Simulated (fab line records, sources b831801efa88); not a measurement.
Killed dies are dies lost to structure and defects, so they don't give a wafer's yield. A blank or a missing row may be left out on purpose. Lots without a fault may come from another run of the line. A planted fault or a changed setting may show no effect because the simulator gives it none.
Which tool did it? | flow sky130 | 13 lots, 39 wafers sampled, at 3 steps of a route of 708

WHAT THE GAUGES READ, wafer by wafer
SKY_VIA1_CD_MEAS_12: target cd 150 nm. Usual: cd_nm 150.3 nm, standard deviation 1.8.
lot  | measured     | on        | cd_nm (nm)        | flag
L789 | day 34 06:18 | cd_sem-02 | 151.4 151.7 152.3 |
L790 | day 34 20:04 | cd_sem-02 | 151.8 152.8 152.7 |
L791 | day 34 22:11 | cd_sem-01 | 149.3 149.1 148.2 |
L798 | day 37 02:11 | cd_sem-01 | 150.3 149.4 150.0 |
L800 | day 37 14:52 | cd_sem-02 | 148.6 147.9 146.5 |
L802 | day 38 06:56 | cd_sem-02 | 151.2 149.8 147.8 |
L803 | day 38 17:05 | cd_sem-02 | 148.4 148.3 147.2 |
L804 | day 38 23:55 | cd_sem-01 | 150.2 152.1 152.3 |
L806 | day 39 11:55 | cd_sem-01 | 152.2 151.6 151.7 |
L807 | day 39 12:35 | cd_sem-02 | 149.5 152.0 149.7 |
L810 | day 41 00:36 | cd_sem-02 | 151.1 152.0 150.1 |
L811 | day 41 02:00 | cd_sem-02 | 148.9 147.9 149.0 |
L812 | day 41 02:40 | cd_sem-01 | 153.7 151.4 151.9 |

WHICH TOOL RAN EACH LOT (tool, then ch and the chambers of the sampled wafers, then the start)
lot  | SKY_METAL1_SPUTTER_01        | SKY_VIA1_SOFTBAKE_08
L789 | pvd_sputter-04, day 31 22:53 | litho_track-02 ch 0, day 33 16:00
L790 | pvd_sputter-02, day 32 12:53 | litho_track-03 ch 0, day 34 07:00
L791 | pvd_sputter-02, day 32 15:17 | litho_track-03 ch 0, day 34 09:00
L798 | pvd_sputter-03, day 34 20:57 | litho_track-04 ch 0, day 36 13:00
L800 | pvd_sputter-04, day 35 09:25 | litho_track-04 ch 0, day 37 02:00
L802 | pvd_sputter-03, day 36 01:38 | litho_track-02 ch 0, day 37 18:00
L803 | pvd_sputter-04, day 36 12:35 | litho_track-02 ch 0, day 38 03:00
L804 | pvd_sputter-02, day 36 18:48 | litho_track-02 ch 0, day 38 10:00
L806 | pvd_sputter-04, day 37 06:02 | litho_track-03 ch 0, day 38 23:00
L807 | pvd_sputter-02, day 37 08:46 | litho_track-02 ch 0, day 39 00:00
L810 | pvd_sputter-02, day 38 22:23 | litho_track-03 ch 0, day 40 12:00
L811 | pvd_sputter-03, day 38 23:21 | litho_track-03 ch 0, day 40 13:00
L812 | pvd_sputter-03, day 39 00:36 | litho_track-02 ch 0, day 40 14:00
- SKY_METAL1_SPUTTER_01: material TiN, target thk 20 nm, time 16.7 s.
- SKY_VIA1_SOFTBAKE_08: time 90 s.

WHAT THE TOOLS THEMSELVES READ (means of the sampled wafers that have a number; where no wafer has one, the mark that the record gives instead)
SKY_METAL1_SPUTTER_01. Usual: throttle_valve_pct 30.1 %, standard deviation 1.2.
lot  | tool           | throttle_valve_pct (%) | flag
L789 | pvd_sputter-04 | 29.1                   |
L790 | pvd_sputter-02 | 29.7                   |
L791 | pvd_sputter-02 | 30.2                   |
L798 | pvd_sputter-03 | 30.7                   |
L800 | pvd_sputter-04 | 29.1                   |
L802 | pvd_sputter-03 | 31.3                   |
L803 | pvd_sputter-04 | 29.8                   |
L804 | pvd_sputter-02 | 30.8                   |
L806 | pvd_sputter-04 | 28.9                   |
L807 | pvd_sputter-02 | 29.9                   |
L810 | pvd_sputter-02 | 28.8                   |
L811 | pvd_sputter-03 | 30.3                   |
L812 | pvd_sputter-03 | 30.7                   |

SKY_VIA1_SOFTBAKE_08. Usual: heater_power_total_W 57.35 W, standard deviation 0.1; run_length_s 119.06 s, standard deviation 0.22.
lot  | tool           | heater_power_total_W (W) | run_length_s (s) | flag
L789 | litho_track-02 | 57.33                    | 119.17           |
L790 | litho_track-03 | 57.25                    | 118.71           |
L791 | litho_track-03 | 57.36                    | 118.68           |
L798 | litho_track-04 | 59.49                    | 110.29           | OFF
L800 | litho_track-04 | 59.34                    | 110.44           | OFF
L802 | litho_track-02 | 57.33                    | 119.21           |
L803 | litho_track-02 | 57.34                    | 119.15           |
L804 | litho_track-02 | 57.41                    | 119.18           |
L806 | litho_track-03 | 57.34                    | 118.72           |
L807 | litho_track-02 | 57.27                    | 119.13           |
L810 | litho_track-03 | 57.42                    | 118.84           |
L811 | litho_track-03 | 57.37                    | 118.68           |
L812 | litho_track-02 | 57.36                    | 119.29           |

THE ANSWER, worked out from the rows above alone
Rule: a lot is off if the mean of its wafers that have a number lies more than 3 standard deviations from the usual mean. A lot without any number at a reading at which 4 lots or more have one is off too. The other lots that the step has rows for count as sound. The gauges are gone through in route order, then the tools' own readings, and for those a lot's mean is taken as printed above. The first step at which some lot is off is used, and at that step the reading that is off furthest; a lot without a number counts as furthest.
Off: L798, L800, at SKY_VIA1_SOFTBAKE_08 (run_length_s).
A tool fits if, at that step or a process step before it, it ran every lot that is off, and no sound lot after the first of them. One fits: litho_track-04 at SKY_VIA1_SOFTBAKE_08. It ran no sound lot before its first lot that is off in this sample, so the start can't be narrowed down.
The tool's own readings at SKY_VIA1_SOFTBAKE_08 bear it out: on the lots that are off they differ by more than 5 times the standard deviation of the sound lots' means. heater_power_total_W reads 59.42 W there against 57.34 W on the sound lots; run_length_s reads 110.37 s there against 118.98 s on the sound lots.

WHAT THE SIMULATOR HAD PUT IN
Process parameter drift: litho_track-04, from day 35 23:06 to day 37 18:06, at SKY_VIA1_SOFTBAKE_08. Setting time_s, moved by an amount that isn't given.
Lots struck among those shown: L798, L800. The rule above found the same.
